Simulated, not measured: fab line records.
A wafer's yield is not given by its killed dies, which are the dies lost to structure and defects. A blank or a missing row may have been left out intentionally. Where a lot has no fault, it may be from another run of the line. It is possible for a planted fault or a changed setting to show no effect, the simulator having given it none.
fab line records	flow sky130
[record] lots = 6	wafers = 18	last-day = 50
route steps=708 shown POLY_GATE@235 LDD_N@237 PAD_OPEN@708
lots that met no fault: from a run of the same line without faults
start-h: start of the lot's first displayed wafer, in hours after the record's first day	wait-h: how many hours have passed since the lot's step before this one	" repeats the value in the row above	L1.1+2: a row that stands for several wafers	- no value, or no start was given	* or withheld: withheld	< > ~ a bound
route shown NAME@n: a module of which the file shows steps, and the number in the route of the first	usual: mean and standard deviation over wafers with no fault	same: alike in all rows	chamber/n: place in a boat	sites: readings site by site	_std_site: standard deviation of those values	_edge_site: inner sites' mean taken away from outer sites' mean	radius-mm: for every site, how far away it sits from the centre of the wafer	mask NAME#n: copy n	behind: tool/chamber where the wafer was last shaped	hold: the reason the lot was held/the length of the hold in hours/how it ended	device: whichever transistor did not switch (one of n, p or np)	end of line: the tests these same wafers got at the end of their route	for a step that has no rows: nothing shown but its recipe	killed: dies lost to structure and defects at the first sort, not the wafer's yield	map: a wafer's dies, x killed, . not, _ none there
set.NAME: the run value of the setting; set.NAME@STEP: its run value at that earlier step	model.NAME: the simulator's own value behind a step, which no gauge read
lots at some steps of the route; a table a step, a row a wafer
services: the hour from which a tool's chamber was out of use, counted from the record's first day as start-h (under 0 if before that day), plus the number of hours and why
[[steps]]
[step SKY_POLY_GATE_THK_MEAS_21]
[recipe] reads = SiO2_of_POLY_GATE_OXIDATION_20
[usual] POLY_GATE_OXIDATION_THK = 4.01/0.074
lot.wafer	tool	chamber	start-h	wait-h	POLY_GATE_OXIDATION_THK[nm]
L620.2	film-metro-02	-	370.05	0.0	3.98
L620.3	"	-	"	"	3.98
L620.6	"	-	"	"	3.95
L624.1	film-metro-02	-	398.69	0.0	4.08
L624.4	"	-	"	"	4.15
L624.6	"	-	"	"	4.18
L628.1	film-metro-03	-	448.76	0.0	4.06
L628.4	"	-	"	"	4.00
L628.6	"	-	"	"	3.98
L630.2	film-metro-03	-	470.42	0.0	3.94
L630.4	"	-	"	"	3.98
L630.6	"	-	"	"	3.86
L636.1	film-metro-01	-	513.63	0.0	3.93
L636.3	"	-	"	"	3.90
L636.6	"	-	"	"	3.95
L642.1	film-metro-01	-	559.55	0.0	3.78
L642.4	"	-	"	"	3.88
L642.5	"	-	"	"	3.83
[step SKY_POLY_GATE_CD_MEAS_22]
[usual] cd-nm = 149.9/1.5
lot.wafer	tool	chamber	start-h	wait-h	cd-nm
L620.2	cd-sem-01	-	370.13	0.1	152.8
L620.3	"	-	"	"	151.8
L620.6	"	-	"	"	152.2
L624.1	cd-sem-02	-	398.75	0.1	150.5
L624.4	"	-	"	"	152.4
L624.6	"	-	"	"	151.0
L628.1	cd-sem-01	-	448.82	0.1	148.1
L628.4	"	-	"	"	147.5
L628.6	"	-	"	"	148.7
L630.2	cd-sem-01	-	470.50	0.1	150.8
L630.4	"	-	"	"	149.8
L630.6	"	-	"	"	151.9
L636.1	cd-sem-02	-	513.69	0.1	152.1
L636.3	"	-	"	"	151.4
L636.6	"	-	"	"	150.0
L642.1	cd-sem-01	-	559.61	0.1	148.1
L642.4	"	-	"	"	148.7
L642.5	"	-	"	"	149.8
[step SKY_LDD_N_DEHYDRATE_00]
[recipe] temp-c = 200	time-s = 60
[step SKY_LDD_N_HMDS_01]
[recipe] prime-time-s = 60	prime-temp-c = 120
[step SKY_LDD_N_COAT_02]
[recipe] resist = NOVOLAK	spin-rpm = 3000	resist-thk-nm = 300
[step SKY_LDD_N_SOFTBAKE_03]
[recipe] temp-c = 90	time-s = 60	resist = NOVOLAK
[step SKY_LDD_N_EXPOSE_04]
[recipe] mask-id = NTM	target-cd-nm = 840	na = 0.6	source-shape = conventional	sigma-outer = 0.6	dose-mj = 110
[step SKY_LDD_N_PEB_05]
[recipe] temp-c = withheld	time-s = *	resist = NOVOLAK
[step SKY_LDD_N_DEVELOP_06]
[recipe] develop-time-s = 60	dev-temp-c = 23
[step SKY_LDD_N_OVL_MEAS_07]
[usual] LDD_N_OVL = -0.5/1.4
lot.wafer	tool	chamber	start-h	wait-h	LDD_N_OVL[nm]
L620.2	overlay-01	-	399.21	0.1	-4.1
L620.3	"	-	"	"	-2.2
L620.6	"	-	"	"	-2.3
L624.1	overlay-01	-	428.81	0.1	-2.0
L624.4	"	-	"	"	-1.7
L624.6	"	-	"	"	-1.3
L628.1	overlay-02	-	480.09	0.1	0.7
L628.4	"	-	"	"	-2.6
L628.6	"	-	"	"	-3.1
L630.2	overlay-01	-	501.39	0.1	-2.0
L630.4	"	-	"	"	-2.3
L630.6	"	-	"	"	-1.3
L636.1	overlay-02	-	544.14	0.1	1.3
L636.3	"	-	"	"	-1.4
L636.6	"	-	"	"	-2.2
L642.1	overlay-01	-	589.16	0.1	-3.6
L642.4	"	-	"	"	-0.9
L642.5	"	-	"	"	-0.7
[step SKY_LDD_N_IMPLANT_08]
[recipe] species = As	energy-kev = 20	dose-cm2 = 7.5e+13	tilt-deg = withheld	rotation-deg = 23
[step SKY_LDD_N_IMPLANT_09]
[recipe] species = As	energy-kev = 20	dose-cm2 = 7.5e+13	tilt-deg = withheld	rotation-deg = 113
[step SKY_LDD_N_IMPLANT_10]
[recipe] species = As	energy-kev = 20	dose-cm2 = 7.5e+13	tilt-deg = withheld	rotation-deg = 203
[usual] beam-energy-keV = 19.998/0.0065	dose-ions-cm2 = 7.499e+13/8.2e+10	faraday-current-uA = 422/8.4
lot.wafer	tool	chamber	start-h	wait-h	beam-energy-keV	dose-ions-cm2	faraday-current-uA
L620.2	implanter-02	0	399.57	0.1	19.999	7.502e+13	425
L620.3	"	0	"	"	20.002	7.505e+13	421
L620.6	"	0	"	"	20.007	7.517e+13	410
L624.1	implanter-04	0	429.15	0.1	20.001	7.49e+13	417
L624.4	"	0	"	"	19.987	7.485e+13	408
L624.6	"	0	"	"	19.998	7.494e+13	428
L628.1	implanter-04	0	480.42	0.1	20.009	4.641e+13	262
L628.4	"	0	"	"	20.001	4.628e+13	252
L628.6	"	0	"	"	19.992	4.624e+13	257
L630.2	implanter-04	0	501.75	0.1	19.990	4.641e+13	262
L630.4	"	0	"	"	19.988	4.642e+13	262
L630.6	"	0	"	"	19.989	4.635e+13	255
L636.1	implanter-03	0	544.47	0.1	19.987	7.489e+13	419
L636.3	"	0	"	"	19.993	7.498e+13	421
L636.6	"	0	"	"	19.998	7.49e+13	427
L642.1	implanter-02	0	589.50	0.1	19.995	7.51e+13	433
L642.4	"	0	"	"	19.999	7.514e+13	403
L642.5	"	0	"	"	20.000	7.516e+13	420
[step SKY_LDD_N_IMPLANT_11]
[recipe] species = As	energy-kev = 20	dose-cm2 = 7.5e+13	tilt-deg = withheld	rotation-deg = 293
[step SKY_LDD_N_IMPLANT_12]
[recipe] species = BF2	energy-kev = 50	dose-cm2 = 5e+12	tilt-deg = 30	rotation-deg = 0
[step SKY_LDD_N_IMPLANT_13]
[recipe] species = BF2	energy-kev = 50	dose-cm2 = 5e+12	tilt-deg = 30	rotation-deg = 90
[step SKY_LDD_N_IMPLANT_14]
[recipe] species = BF2	energy-kev = 50	dose-cm2 = 5e+12	tilt-deg = 30	rotation-deg = 180
[step SKY_LDD_N_IMPLANT_15]
[recipe] species = BF2	energy-kev = 50	dose-cm2 = 5e+12	tilt-deg = 30	rotation-deg = 270
[step SKY_LDD_N_STRIP_16]
[recipe] chemistry = O2/N2	power-w = 1400	pressure-mtorr = 1500	platen-temp-c = withheld	o2-flow-sccm = 3000	n2-flow-sccm = 300	overash-fraction = 0.5
[usual] drypump-motor-current-A = 6.2/0.47	oes-product-au = 0.407/0.0046	strip-time-to-endpoint-s = 4.316/0.018
lot.wafer	tool	chamber	start-h	wait-h	drypump-motor-current-A	oes-product-au	rf-hours-counter-h	strip-time-to-endpoint-s
L620.2	plasma-asher-04	1	400.44	0.1	6.0	0.401	29	4.304
L620.3	"	1	"	"	6.0	0.410	-	4.300
L620.6	"	0	"	"	5.5	0.403	-	4.329
L624.1	plasma-asher-04	0	430.05	0.1	5.6	0.406	33	4.313
L624.4	"	1	"	"	6.0	0.400	-	4.322
L624.6	"	0	"	"	5.6	0.401	-	4.316
L628.1	plasma-asher-04	1	481.32	0.1	6.0	0.410	38	4.235
L628.4	"	1	"	"	6.0	0.412	-	4.261
L628.6	"	0	"	"	5.6	0.405	-	4.264
L630.2	plasma-asher-02	1	502.62	0.1	6.4	0.404	82	4.251
L630.4	"	1	"	"	6.4	0.404	-	4.223
L630.6	"	1	"	"	6.4	0.411	-	4.248
L636.1	plasma-asher-01	0	545.37	0.1	5.4	0.414	72	4.275
L636.3	"	1	"	"	6.5	0.394	-	4.309
L636.6	"	1	"	"	6.6	0.406	-	4.312
L642.1	plasma-asher-02	0	590.40	0.1	6.6	0.399	92	4.310
L642.4	"	0	"	"	6.6	0.409	-	4.335
L642.5	"	0	"	"	6.6	0.409	-	4.320
[step SKY_LDD_N_TW_MEAS_17]
[usual] LDD_N_TW = 2580/17
lot.wafer	tool	chamber	start-h	wait-h	LDD_N_TW
L620.2	film-metro-04	-	400.55	0.1	2566
L620.3	"	-	"	"	2552
L620.6	"	-	"	"	2555
L624.1	film-metro-04	-	430.15	0.1	2569
L624.4	"	-	"	"	2561
L624.6	"	-	"	"	2561
L628.1	film-metro-01	-	481.42	0.1	2531
L628.4	"	-	"	"	2548
L628.6	"	-	"	"	2542
L630.2	film-metro-01	-	502.73	0.1	2544
L630.4	"	-	"	"	2546
L630.6	"	-	"	"	2543
L636.1	film-metro-01	-	545.47	0.1	2585
L636.3	"	-	"	"	2590
L636.6	"	-	"	"	2601
L642.1	film-metro-01	-	590.50	0.1	2579
L642.4	"	-	"	"	2592
L642.5	"	-	"	"	2576
[step SKY_PAD_OPEN_PROBE_99]
[usual] killed_at_M0_to_M3 = 42/6.9	killed_at_M4_up = 3.2/1.7	killed-at-contacts = 23/5.5	killed-at-front-end = 16/4	killed-at-other = 0.4/0.55	killed-dies = 85/9.2	killed-open = 46/6.8	killed-short = 38/6.2
[same] gross-dies = 492	killed-at-back-side = 0
lot.wafer	tool	chamber	start-h	wait-h	killed_at_M0_to_M3	killed_at_M4_up	killed-at-contacts	killed-at-front-end	killed-at-other	killed-dies	killed-open	killed-short	model.etest.tip-n.rs-ohm-sq
L620.2	prober-02	-	1071.33	0.1	29	3	27	13	0	72	37	35	442.1
L620.3	prober-02	-	1071.38	0.2	37	2	17	16	0	72	40	32	444.4
L620.6	prober-02	-	1071.53	0.2	45	2	14	17	1	79	48	31	444.8
L624.1	prober-02	-	1092.63	0.1	52	3	24	18	0	97	46	50	435.5
L624.4	prober-02	-	1092.78	0.2	57	8	36	14	0	115	66	49	438
L624.6	prober-02	-	1092.88	0.2	38	4	34	18	0	94	53	41	435.3
L628.1	prober-01	-	1129.17	0.1	45	2	25	9	0	81	48	33	477.7
L628.4	prober-01	-	1129.32	0.2	36	6	24	20	0	86	55	31	472.1
L628.6	prober-01	-	1129.42	0.2	46	4	20	10	0	80	42	38	477.9
L630.2	prober-01	-	1142.78	0.1	36	0	25	13	0	74	40	34	467.6
L630.4	prober-01	-	1142.88	0.2	30	3	22	14	1	70	39	31	474.1
L630.6	prober-01	-	1142.98	0.2	42	2	17	12	1	74	45	29	468.9
L636.1	prober-02	-	1171.11	0.1	39	4	29	19	0	91	48	42	442.9
L636.3	prober-02	-	1171.21	0.2	37	3	31	20	0	91	55	35	440.1
L636.6	prober-02	-	1171.36	0.2	42	3	24	21	0	90	34	55	441.3
L642.1	prober-02	-	1191.88	0.1	45	0	18	20	0	83	43	40	437.9
L642.4	prober-02	-	1192.03	0.2	49	1	23	15	0	88	50	38	435.9
L642.5	prober-02	-	1192.08	0.2	47	2	26	15	0	90	47	43	441.3
// killed by level:class
L620.2 LI_CONTACT:geometric-particle:open=10 CONTACT:geometric-particle:open=7 FIELD_ISO:geometric-particle:open=6 VIA1:geometric-particle:open=5 FIELD_ISO:geometric-particle:short=4 LI_CONTACT:geometric-particle:short=4 VIA3:geometric-particle:short=4 CONTACT:geometric-particle:short=3
L620.3 CONTACT:geometric-particle:open=7 VIA1:geometric-particle:open=7 VIA2:geometric-particle:open=7 FIELD_ISO:geometric-particle:short=6 FIELD_ISO:geometric-particle:open=5 VIA1:geometric-particle:short=5 VIA3:geometric-particle:open=4 LOCAL_INTERCONNECT:geometric-particle:short=4
L620.6 VIA1:geometric-particle:open=13 METAL2:geometric-particle:short=8 FIELD_ISO:geometric-particle:open=6 CONTACT:geometric-particle:open=6 VIA2:geometric-particle:open=5 POLY_GATE:geometric-particle:open=4 VIA3:geometric-particle:open=4 LI_CONTACT:geometric-particle:open=3
L624.1 VIA2:geometric-particle:open=10 METAL1:geometric-particle:short=8 CONTACT:geometric-particle:short=7 VIA3:geometric-particle:open=7 LI_CONTACT:geometric-particle:open=6 METAL2:geometric-particle:short=6 LOCAL_INTERCONNECT:geometric-particle:short=5 VIA1:geometric-particle:open=5
L624.4 CONTACT:geometric-particle:open=14 VIA1:geometric-particle:open=10 VIA3:geometric-particle:open=10 LI_CONTACT:geometric-particle:open=9 METAL1:geometric-particle:short=9 VIA1:geometric-particle:short=8 VIA2:geometric-particle:open=8 METAL4:geometric-particle:short=7
L624.6 CONTACT:geometric-particle:open=13 CONTACT:geometric-particle:short=8 VIA1:geometric-particle:open=6 METAL1:geometric-particle:short=6 VIA3:geometric-particle:open=6 LOCAL_INTERCONNECT:geometric-particle:short=5 POLY_GATE:geometric-particle:open=4 SPACER:geometric-particle:open=4
L628.1 LI_CONTACT:geometric-particle:open=9 VIA1:geometric-particle:open=9 VIA2:geometric-particle:open=9 CONTACT:geometric-particle:open=8 METAL2:geometric-particle:short=7 VIA3:geometric-particle:open=5 METAL1:geometric-particle:short=4 FIELD_ISO:geometric-particle:open=3
L628.4 VIA2:geometric-particle:open=10 CONTACT:geometric-particle:open=10 VIA1:geometric-particle:open=9 POLY_GATE:geometric-particle:open=6 FIELD_ISO:geometric-particle:open=5 VIA3:geometric-particle:open=5 METAL4:geometric-particle:short=5 LI_CONTACT:geometric-particle:open=4
L628.6 VIA2:geometric-particle:open=11 CONTACT:geometric-particle:open=10 METAL2:geometric-particle:short=7 VIA2:geometric-particle:short=6 VIA3:geometric-particle:open=6 POLY_GATE:geometric-particle:short=5 VIA1:geometric-particle:open=5 VIA3:geometric-particle:short=5
L630.2 VIA1:geometric-particle:open=9 CONTACT:geometric-particle:short=7 CONTACT:geometric-particle:open=7 VIA3:geometric-particle:open=7 FIELD_ISO:geometric-particle:short=5 LI_CONTACT:geometric-particle:short=5 LI_CONTACT:geometric-particle:open=4 METAL2:geometric-particle:short=4
L630.4 CONTACT:geometric-particle:open=10 VIA1:geometric-particle:open=7 VIA3:geometric-particle:open=6 LI_CONTACT:geometric-particle:short=5 VIA2:geometric-particle:open=5 LOCAL_INTERCONNECT:geometric-particle:short=4 METAL1:geometric-particle:short=4 FIELD_ISO:geometric-particle:open=3
L630.6 VIA1:geometric-particle:open=12 VIA3:geometric-particle:open=11 CONTACT:geometric-particle:open=7 FIELD_ISO:geometric-particle:open=5 LI_CONTACT:geometric-particle:short=5 METAL2:geometric-particle:short=5 LI_CONTACT:geometric-particle:open=3 METAL1:geometric-particle:short=3
L636.1 CONTACT:geometric-particle:open=11 VIA1:geometric-particle:open=9 METAL2:geometric-particle:short=8 POLY_GATE:geometric-particle:open=7 LI_CONTACT:geometric-particle:open=7 POLY_GATE:geometric-particle:short=6 VIA3:geometric-particle:open=6 LOCAL_INTERCONNECT:geometric-particle:short=5
L636.3 CONTACT:geometric-particle:open=11 FIELD_ISO:geometric-particle:open=10 LI_CONTACT:geometric-particle:open=10 VIA1:geometric-particle:open=6 VIA2:geometric-particle:open=6 VIA3:geometric-particle:open=6 CONTACT:geometric-particle:short=5 VIA1:geometric-particle:short=5
L636.6 FIELD_ISO:geometric-particle:short=13 VIA1:geometric-particle:open=13 CONTACT:geometric-particle:open=9 LOCAL_INTERCONNECT:geometric-particle:short=8 VIA1:geometric-particle:short=7 VIA3:geometric-particle:short=6 METAL2:geometric-particle:short=5 VIA3:geometric-particle:open=5
L642.1 VIA3:geometric-particle:open=11 VIA1:geometric-particle:open=9 CONTACT:geometric-particle:open=7 POLY_GATE:geometric-particle:short=7 VIA1:geometric-particle:short=6 FIELD_ISO:geometric-particle:short=5 LI_CONTACT:geometric-particle:open=5 CONTACT:geometric-particle:short=4
L642.4 VIA1:geometric-particle:open=12 VIA3:geometric-particle:open=8 CONTACT:geometric-particle:open=7 METAL2:geometric-particle:short=7 VIA2:geometric-particle:open=7 CONTACT:geometric-particle:short=6 LI_CONTACT:geometric-particle:open=4 FIELD_ISO:geometric-particle:open=3
L642.5 VIA1:geometric-particle:open=14 CONTACT:geometric-particle:open=10 VIA1:geometric-particle:short=8 VIA3:geometric-particle:open=7 CONTACT:geometric-particle:short=6 FIELD_ISO:geometric-particle:short=5 LOCAL_INTERCONNECT:geometric-particle:short=4 METAL1:geometric-particle:short=4
[[services]]
tool	chamber	start-h	hours	kind
implanter-03	-	380.22	1.2	repair
implanter-02	-	417.30	6.3	repair
plasma-asher-02	-	458.54	0.5	repair
implanter-03	-	459.37	3.6	pm
plasma-asher-02	-	477.86	2.8	pm
implanter-04	-	504.70	24.2	pm
implanter-02	-	512.49	2.8	repair
implanter-03	-	528.50	6.1	pm
implanter-04	-	528.92	2.5	pm
plasma-asher-04	-	548.11	36.6	repair
implanter-03	-	553.71	1.5	repair
implanter-03	-	559.21	3.2	pm
[[key]]
[first-sign] step = SKY_LDD_N_IMPLANT_10	reading = dose-ions-cm2	direction = down	sigmas = 99+	usual = *	struck = *
[effect] step = SKY_LDD_N_IMPLANT_10	reading = faraday-current-uA	direction = down	sigmas = 19	usual = 422	struck = 258
[effect] step = SKY_LDD_N_STRIP_16	reading = strip-time-to-endpoint-s	direction = down	sigmas = 3.9	usual = *	struck = *
[effect] step = SKY_LDD_N_TW_MEAS_17	reading = LDD_N_TW	direction = down	sigmas = 2.2	usual = 2580	struck = 2542
[model-effect] step = SKY_PAD_OPEN_PROBE_99	value = etest.tip-n.rs-ohm-sq	without = 443.3	struck = 473.1
met-at SKY_LDD_N_IMPLANT_10
struck-wafers L628.1,L628.4,L628.6,L630.2,L630.4,L630.6
tester-left-out L628,L630
onset-between 429.15 480.42
[fault] kind = process-parameter-drift	tool = implanter-04	chamber = -	onset-h = 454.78	steps = SKY_LDD_N_IMPLANT_10	channel = dose-cm2	offset = *	shape = step	end-h = 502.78	acts-in = *	stated = *
// tester-left-out: of these lots the tester's yield and bins aren't shown, on N5 and GAA mostly nor the transistor test; their killed dies are dies lost to structure and defects alone, not to doping, threshold or leakage, so they don't give the yield
